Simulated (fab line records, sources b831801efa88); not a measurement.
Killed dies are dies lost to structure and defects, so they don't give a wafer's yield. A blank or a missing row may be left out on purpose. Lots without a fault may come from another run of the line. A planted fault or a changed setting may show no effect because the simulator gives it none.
One fault seen from 2 desks | flow gf180mcu | each desk has only its own numbers; what lay behind them comes last

THE METROLOGY DESK
What the gauges read, lot by lot, whatever tool the lot ran on: means of the sampled wafers that have a number. A lot is out of limits, marked OUT, if its mean lies more than 4 standard deviations from the usual mean; the brackets give that distance.
Columns: A = V5_CVD_02_THK at GF_V5_THK_MEAS_03, usual 1445 nm; B = cd_nm at GF_V5_CD_MEAS_14, usual 260.0 nm
lot  | first seen here | A              | B
L180 | day 26 22:59    | 1447           | 260.0
L181 | day 27 01:39    | 1442           | 260.5
L183 | day 27 16:17    | 1452           | 259.3
L182 | day 27 19:10    | 1454           | 259.4
L184 | day 28 01:38    | 1439           | 259.1
L186 | day 28 22:35    | 1448           | 258.8
L187 | day 29 06:33    | 1429           | 259.3
L189 | day 29 15:28    | 1447           | 259.0
L190 | day 29 20:54    | 1431           | 261.1
L196 | day 31 04:07    | 1802 (+20) OUT | 258.7
L198 | day 31 16:55    | 1812 (+20) OUT | 260.4
L199 | day 32 00:42    | 1433           | 261.2
L201 | day 32 11:47    | 1471           | 259.0
This desk's finding: out of limits on L196, L198; first on L196, day 31 04:07 (V5_CVD_02_THK at GF_V5_THK_MEAS_03). In limits: L180, L181, L183, L182, L184, L186, L187, L189, L190, L199, L201.

THE TOOL OWNER'S DESK: pecvd-01
The tool's own readings at GF_V5_CVD_02 (deposits SiO2 from TEOS, target thk 1450 nm, time 163.28 s): means of the sampled wafers that have a number, for each lot that ran on this tool. A lot is out of limits, marked OUT, if its mean lies more than 4 standard deviations from the usual mean; the brackets give that distance.
Columns: A = heater_power_w at GF_V5_CVD_02, usual 628 W; B = rf_fwd_power_W at GF_V5_CVD_02, usual 597.5 W
lot  | first seen here | A   | B
L180 | day 26 22:51    | 646 | 595.8
L186 | day 28 22:28    | 621 | 597.5
L196 | day 31 03:59    | 587 | 596.5
L198 | day 31 16:48    | 644 | 597.5
This desk's finding: nothing out of limits on any of the 4 lots.

PUT TOGETHER
The metrology desk could have raised an alarm at day 31 04:07, on L196, L198.
The tool owner's desk saw nothing out of limits.
The tool owner's desk has L196, L198 on record, within its limits.
Of the lots named, all ran GF_V5_CVD_02 on pecvd-01.

WHAT THE SIMULATOR HAD PUT IN
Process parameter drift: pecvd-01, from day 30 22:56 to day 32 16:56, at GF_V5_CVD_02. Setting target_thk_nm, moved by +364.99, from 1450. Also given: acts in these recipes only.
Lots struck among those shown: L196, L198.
Hours from the fault's start to each desk's first reading out of limits: the metrology desk, 5.
